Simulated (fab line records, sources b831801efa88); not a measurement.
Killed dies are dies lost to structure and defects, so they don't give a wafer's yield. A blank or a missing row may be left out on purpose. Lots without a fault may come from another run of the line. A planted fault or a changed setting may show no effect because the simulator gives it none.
fab line records | flow sky130
record lots=14 wafers=42 last_day=50
route steps=708 shown VT_ADJUST_HVTR@137 SONOS_ONO@169 POLY_GATE@230
lots that met no fault: from a run of the same line without faults
start_h: hours from the record's first day to the start of the lot's first wafer shown | wait_h: hours since the lot's step before | " the same as in the row above | L1.1+2: a row that stands for several wafers | - no value, or no start given | * or withheld: withheld | < > ~ a bound
route shown NAME@n: a module of which the file shows steps, and the number in the route of the first | usual: mean/standard deviation of fault-free wafers | same: alike in all rows | chamber/n: place in a boat | sites: the reading at each site | _std_site: their standard deviation | _edge_site: outer sites' mean less inner sites' | radius_mm: how far each site lies from the wafer's centre | mask NAME#n: copy n | behind: the tool/chamber that last shaped the wafer | hold: why the lot was held/for how many hours/how that ended | device: the transistor (n, p or np) that didn't switch | end of line: the same wafers' tests at the end of the route | a step without rows: its recipe alone | killed: dies lost to structure and defects at the first sort, not the wafer's yield | map: a wafer's dies, x killed, . not, _ none there
set.NAME: the setting as run; set.NAME@STEP: as run at that earlier step | model.NAME: the simulator's own value behind a step, which no gauge read
steps of the route over a sample of lots; a table a step, a row a wafer
services: from which hour (start_h, from the record's first day; less than 0 if before it) a tool's chamber was out of use, for how many hours, and why
## steps
# step SKY_VT_ADJUST_HVTR_DEVELOP_06
# recipe develop_time_s=60 dev_temp_c=23
# usual chill_plate_temp_C=23.01/0.11 develop_time_s=60/0 resist_line_temp_C=22.99/0.094
# columns lot.wafer tool chamber start_h wait_h chill_plate_temp_C develop_time_s resist_line_temp_C
L583.2 litho_track-03 0 204.35 0.1 22.92 60 23.03
L583.4 " 0 " " 23.09 60 23.03
L583.6 " 0 " " 23.20 60 22.92
L584.1 litho_track-03 0 213.18 0.1 23.07 60 22.96
L584.3 " 0 " " 23.11 60 22.99
L584.4 " 0 " " 23.23 60 22.94
L585.2 litho_track-02 0 217.77 0.1 23.06 60 23.08
L585.3 " 0 " " 22.89 60 23.05
L585.4 " 0 " " 22.83 60 23.11
L587.1 litho_track-02 0 239.90 0.1 23.05 60 22.94
L587.5 " 0 " " 23.23 60 23.13
L587.6 " 0 " " 23.01 60 22.89
L588.2 litho_track-03 0 250.10 0.1 22.91 60 23.03
L588.3 " 0 " " 22.94 60 23.17
L588.5 " 0 " " 22.85 60 23.03
L589.1 litho_track-03 0 253.68 0.1 22.89 60 22.91
L589.4 " 0 " " 22.90 60 22.79
L589.6 " 0 " " 22.93 60 23.08
L591.2 litho_track-04 0 260.01 0.1 23.30 60 23.03
L591.4 " 0 " " 23.19 60 22.96
L591.5 " 0 " " 23.29 60 23.02
L592.4 litho_track-02 0 267.07 0.1 22.86 60 22.86
L592.5 " 0 " " 22.84 60 22.98
L592.6 " 0 " " 22.90 60 22.88
L595.4 litho_track-03 - 295.20 0.1 - - -
L595.5 " - " " - - -
L595.6 " - " " - - -
L596.1 litho_track-04 - 297.13 0.1 - - -
L596.2 " - " " - - -
L596.4 " - " " - - -
L600.2 litho_track-03 0 329.40 0.1 23.04 60 22.97
L600.3 " 0 " " 22.97 60 23.00
L600.5 " 0 " " 22.95 60 23.00
L604.1 litho_track-02 0 360.50 0.1 22.90 60 22.88
L604.5 " 0 " " 22.93 60 22.96
L604.6 " 0 " " 22.99 60 23.06
L605.2 litho_track-03 0 368.00 0.1 22.96 60 23.12
L605.3 " 0 " " 23.11 60 22.96
L605.6 " 0 " " 22.91 60 22.89
L606.1 litho_track-02 0 372.30 0.1 23.04 60 23.13
L606.4 " 0 " " 22.89 60 23.12
L606.6 " 0 " " 22.97 60 23.00
# step SKY_VT_ADJUST_HVTR_CD_MEAS_07
# recipe target_cd_nm=380
# usual cd_nm=380.0/2.8
# columns lot.wafer tool chamber start_h wait_h cd_nm
L583.2 cd_sem-01 - 204.50 0.1 376.7
L583.4 " - " " 378.4
L583.6 " - " " 376.8
L584.1 cd_sem-02 - 213.33 0.1 385.2
L584.3 " - " " 383.2
L584.4 " - " " 383.9
L585.2 cd_sem-01 - 217.92 0.1 378.9
L585.3 " - " " 378.1
L585.4 " - " " 381.2
L587.1 cd_sem-02 - 240.05 0.1 383.3
L587.5 " - " " 381.9
L587.6 " - " " 380.0
L588.2 cd_sem-01 - 250.25 0.1 380.3
L588.3 " - " " 379.8
L588.5 " - " " 382.0
L589.1 cd_sem-02 - 253.83 0.1 379.5
L589.4 " - " " 377.8
L589.6 " - " " 379.1
L591.2 cd_sem-02 - 260.15 0.1 379.1
L591.4 " - " " 383.9
L591.5 " - " " 382.3
L592.4 cd_sem-01 - 267.21 0.1 383.0
L592.5 " - " " 383.0
L592.6 " - " " 383.1
L595.4 cd_sem-01 - 295.34 0.1 -
L595.5 " - " " -
L595.6 " - " " -
L596.1 cd_sem-02 - 297.28 0.1 -
L596.2 " - " " -
L596.4 " - " " -
L600.2 cd_sem-02 - 329.55 0.1 380.1
L600.3 " - " " 381.4
L600.5 " - " " 380.1
L604.1 cd_sem-01 - 360.65 0.1 383.0
L604.5 " - " " 382.0
L604.6 " - " " 382.9
L605.2 cd_sem-01 - 368.22 0.2 387.6
L605.3 " - " " 385.8
L605.6 " - " " 385.0
L606.1 cd_sem-01 - 372.45 0.1 382.2
L606.4 " - " " 380.3
L606.6 " - " " 381.7
# step SKY_SONOS_ONO_THK_MEAS_01
# recipe reads=SiO2_of_SONOS_ONO_OXIDATION_00
# usual SONOS_ONO_OXIDATION_THK=2.61/0.053
# columns lot.wafer tool chamber start_h wait_h SONOS_ONO_OXIDATION_THK[nm]
L583.2 film_metro-04 - 257.49 0.0 2.59
L583.4 " - " " 2.62
L583.6 " - " " 2.65
L584.1 film_metro-04 - 263.54 0.0 2.59
L584.3 " - " " 2.73
L584.4 " - " " 2.68
L585.2 film_metro-02 - 269.07 0.0 2.55
L585.3 " - " " 2.56
L585.4 " - " " 2.58
L587.1 film_metro-04 - 296.14 0.0 2.62
L587.5 " - " " 2.64
L587.6 " - " " 2.61
L589.1 film_metro-02 - 305.72 0.0 2.53
L589.4 " - " " 2.60
L589.6 " - " " 2.54
L588.2 film_metro-04 - 305.73 0.0 2.64
L588.3 " - " " 2.58
L588.5 " - " " 2.64
L591.2 film_metro-02 - 313.94 0.0 2.72
L591.4 " - " " 2.66
L591.5 " - " " 2.69
L592.4 film_metro-03 - 323.64 0.0 2.57
L592.5 " - " " 2.59
L592.6 " - " " 2.60
L595.4 film_metro-04 - 347.82 0.0 2.60
L595.5 " - " " 2.61
L595.6 " - " " 2.59
L596.1 film_metro-03 - 349.14 0.0 2.52
L596.2 " - " " 2.61
L596.4 " - " " 2.58
L600.2 film_metro-02 - 388.84 0.0 2.60
L600.3 " - " " 2.59
L600.5 " - " " 2.57
L604.1 film_metro-03 - 420.98 0.0 2.74
L604.5 " - " " 2.64
L604.6 " - " " 2.69
L605.2 film_metro-02 - 429.93 0.0 2.67
L605.3 " - " " 2.64
L605.6 " - " " 2.57
L606.1 film_metro-02 - 433.67 0.0 2.65
L606.4 " - " " 2.69
L606.6 " - " " 2.65
# step SKY_POLY_GATE_ETCH_16
# recipe stop_on=poly-Si chemistry=CH3F/O2 target=Si3N4 source_w=400 bias_w=80 pressure_mtorr=25 ch3f_flow_sccm=40 O2_flow_sccm=30 time_s=147.5 target_depth_a=750
# usual O2_flow_sccm=30.01/0.097 drypump_motor_current_A=5.7/0.49 oes_product_au=0.640/0.0049 throttle_valve_pct=10.536/0.01
# columns lot.wafer tool chamber start_h wait_h O2_flow_sccm drypump_motor_current_A oes_product_au rf_hours_counter_h throttle_valve_pct
L584.1 rie_diel-03 2 385.07 0.0 29.96 5.3 0.644 57 10.539
L584.3 " 1 " " 29.94 4.9 0.649 1 10.526
L584.4 " 0 " " 30.07 5.7 0.642 18 10.538
L583.2 rie_diel-02 3 385.09 0.0 30.14 6.4 0.643 72 10.548
L583.4 " 0 " " 29.98 5.7 0.638 102 10.535
L583.6 " 0 " " 29.95 5.8 0.640 - 10.533
L585.2 rie_diel-02 0 395.12 0.0 30.01 5.7 0.640 102 10.547
L585.3 " 2 " " 29.91 6.1 0.640 6 10.531
L585.4 " 1 " " 29.90 6.1 0.647 32 10.544
L587.1 rie_diel-02 1 414.14 0.0 29.97 6.1 0.636 32 10.533
L587.5 " 1 " " 29.99 6.1 0.640 - 10.543
L587.6 " 2 " " 30.06 6.2 0.642 - 10.521
L589.1 rie_diel-01 0 426.57 0.0 30.02 5.9 0.639 8 10.524
L589.4 " 1 " " 29.92 5.0 0.639 8 10.524
L589.6 " 0 " " 29.85 5.9 0.635 - 10.522
L588.2 rie_diel-02 2 428.53 0.1 29.97 6.2 0.632 7 10.541
L588.3 " 2 " " 29.98 6.1 0.642 - 10.548
L588.5 " 0 " " 29.98 5.7 0.630 - 10.524
L591.2 rie_diel-01 3 441.34 0.0 30.00 5.3 0.635 21 10.547
L591.4 " 2 " " 30.02 6.5 0.647 7 10.542
L591.5 " 3 " " 29.96 5.3 0.638 - 10.533
L592.4 rie_diel-01 2 454.49 0.0 29.98 6.5 0.638 7 10.545
L592.5 " 0 " " 29.91 5.8 0.636 - 10.535
L592.6 " 1 " " 29.98 5.0 0.648 - 10.541
L596.1 rie_diel-02 1 479.32 0.0 30.07 6.1 0.637 34 10.539
L596.2 " 3 " " 30.07 6.4 0.645 74 10.554
L596.4 " 0 " " 29.90 5.7 0.640 0 10.549
L595.4 rie_diel-01 0 480.67 0.0 29.89 5.8 0.643 10 10.527
L595.5 " 3 " " 29.99 5.3 0.641 - 10.537
L595.6 " 0 " " 29.95 5.8 0.650 - 10.529
L600.2 rie_diel-03 3 519.42 0.0 30.06 6.2 0.646 0 10.540
L600.3 " 1 " " 29.99 5.0 0.636 3 10.526
L600.5 " 3 " " 30.06 6.2 0.639 - 10.542
L604.1 rie_diel-01 3 558.92 0.0 30.20 5.3 0.636 23 10.548
L604.5 " 0 " " 29.89 5.9 0.644 - 10.531
L604.6 " 3 " " 30.06 5.3 0.636 - 10.549
L605.2 rie_diel-01 3 562.74 0.0 30.10 5.3 0.639 23 10.526
L605.3 " 0 " " 30.04 5.8 0.639 11 10.552
L605.6 " 0 " " 30.01 5.8 0.638 - 10.540
L606.1 rie_diel-03 1 565.97 0.0 30.17 4.9 0.639 4 10.524
L606.4 " 0 " " 29.98 5.7 0.638 20 10.538
L606.6 " 3 " " 29.84 6.2 0.639 - 10.546
## services
# columns tool chamber start_h hours kind
rie_diel-02 0 189.73 11.7 repair
rie_diel-03 1 191.24 3.4 repair
rie_diel-03 3 199.23 10.7 repair
rie_diel-03 1 200.15 3.8 repair
rie_diel-01 2 223.66 1.9 repair
rie_diel-03 3 241.43 6.1 repair
rie_diel-01 0 319.59 8.9 repair
rie_diel-02 0 323.43 20.1 repair
rie_diel-01 0 342.34 4.6 repair
rie_diel-01 0 355.26 6.3 repair
rie_diel-02 3 356.83 16.8 repair
rie_diel-03 2 398.18 4.6 repair
rie_diel-03 - 403.33 28.1 pm
rie_diel-02 3 412.36 18.3 repair
rie_diel-02 1 426.11 6.2 repair
rie_diel-03 - 431.43 4.3 pm
rie_diel-01 0 432.56 2.9 repair
rie_diel-03 - 439.76 2.8 pm
rie_diel-02 1 443.98 5.0 repair
rie_diel-02 1 501.40 10.4 repair
rie_diel-01 1 515.99 4.2 repair
rie_diel-01 2 516.27 7.5 repair
rie_diel-02 3 541.45 16.1 repair
rie_diel-01 1 558.05 2.5 repair
## key
first_sign step=SKY_VT_ADJUST_HVTR_DEVELOP_06 reading=tool_record direction=missing
effect none on later readings
met_at SKY_VT_ADJUST_HVTR_DEVELOP_06
struck_lots L595,L596
sort_left_out L595.4,L595.5,L595.6,L596.1,L596.2,L596.4
tester_left_out L595,L596
not_acting_at SKY_VT_ADJUST_HVTR_CD_MEAS_07,SKY_SONOS_ONO_THK_MEAS_01,SKY_POLY_GATE_ETCH_16
onset_between 260.01 295.20
fault kind=skipped_step_whole tool=litho_track-03,litho_track-04 chamber=- onset_h=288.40 steps=SKY_VT_ADJUST_HVTR_DEVELOP_06 scope=struck_lots_only
# tester_left_out: of these lots the tester's yield and bins aren't shown, on N5 and GAA mostly nor the transistor test; their killed dies are dies lost to structure and defects alone, not to doping, threshold or leakage, so they don't give the yield
# sort_left_out: the simulated sort isn't trusted on such a fault, so these wafers' sort isn't shown, and their yield isn't known
